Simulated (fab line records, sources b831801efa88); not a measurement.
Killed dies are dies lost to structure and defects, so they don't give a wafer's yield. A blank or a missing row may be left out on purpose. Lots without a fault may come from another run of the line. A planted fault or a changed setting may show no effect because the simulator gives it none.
Problem report in the 8D (eight disciplines) form, filled by code | flow gf180mcu | the parts of the form that need people (team, actions taken, sign-off) are left out

1. THE PROBLEM
V3_W_RS at GF_V3_RS_MEAS_24 reads a mean of 0.284 ohm/sq on 4 wafers of 2 lots; wafers without a fault read 0.333 ohm/sq with a standard deviation of 0.0033. That is -15 standard deviations from the usual mean.
The step: measures by four-point-probe.
First seen on wafer L920.2, day 27 02:46, on film_metro-01. The record holds 32 wafers of 11 lots with a number at this step. Rule for "out", or "out of limits": more than 4 standard deviations from the usual mean. The other wafers with a number count as sound.

2. WHAT IT IS AND WHAT IT IS NOT
question                    | is                             | is not
which readings at this step | V3_W_RS                        | -
which lots                  | L920, L923                     | L906, L908, L909, L910, L912, L913, L914, L916, L926
which wafers of those lots  | L920.2, L920.5, L923.4, L923.6 | L920.6
read on which gauges        | film_metro-01, film_metro-03   | film_metro-04
when                        | from day 27 02:46              | up to then (25 sound wafers); but 3 sound wafers of L926 came after

3. SUSPECTS, AND WHAT RULES EACH OUT
Counting: a tool at a process step up to the reading stays a suspect if it ran every lot that is out. Sound lots after the first of them don't rule it out here, since some wafers of a struck lot are sound.
- the gauge at GF_V3_RS_MEAS_24: ruled out. The wafers that are out were read on 2 gauges (film_metro-01, film_metro-03).
- cvd_w-01 at GF_V3_CVD_23 (deposits W, target thk 350 nm, time 104.9 s): kept. It ran every lot that is out, first L920 (day 27 02:37); its last sound lot up to then is L916 (day 26 01:40). Its own readings are out on those wafers: susceptor_temp_C.
- Within cvd_w-01 at GF_V3_CVD_23: the wafers that are out ran in chamber 0; their sound lot-mates ran in chamber 1.
Left after counting: cvd_w-01 at GF_V3_CVD_23.

4. THE CAUSE (what the simulator had put in)
Process parameter drift: cvd_w-01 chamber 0, from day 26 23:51 on, at GF_V3_CVD_23. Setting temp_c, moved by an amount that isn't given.
Counting left only this tool.

5. THE CHAIN OF EFFECTS, in route order
Each row: a reading whose mean over the struck wafers that have a number lies more than 3 standard deviations from the usual. Only readings for which the record gives a usual standard deviation are gone through. hours: the time from each lot's start at the first step in this table that gives one to its start at this step, as a median over the lots. sigmas: the change in usual standard deviations.
hours | step              | reading            | usual        | on struck wafers | change | sigmas
0     | GF_V3_CVD_23      | susceptor_temp_C   | 399.98 C     | 407.93           | +7.94  | +35
0     | GF_V3_RS_MEAS_24  | V3_W_RS            | 0.333 ohm/sq | 0.284            | -0.049 | -15
0     | GF_V3_THK_MEAS_25 | V3_W_THK           | 356 nm       | 418              | +62    | +13
0     | GF_V3_CMP_26      | time_to_endpoint_s | 83 s         | 100              | +17    | +3.2
The process steps in it:
- GF_V3_CVD_23: deposits W, target thk 350 nm, time 104.9 s.
- GF_V3_CMP_26: polishes, stops on SiO2, t overpolish 15 s, target thk 0 nm.
Later measuring or inspecting steps at which every struck wafer that the step has a row for has a number for every such reading, and none has moved that far: GF_M4_RS_MEAS_05.

6. WHAT WOULD HAVE CAUGHT IT SOONER
In this record the first reading out of limits at a measuring or inspecting step was taken at day 27 02:46, 3 hours after the fault began at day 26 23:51.
The tool's own readings at GF_V3_CVD_23 were out on every struck wafer that the step has a row for (susceptor_temp_C): an alarm limit on them would have fired on the first of those.
Of the lots that are out (2), L923 began GF_V3_CVD_23 on cvd_w-01 after day 27 02:46. A hold on the tool at that time would have spared it.
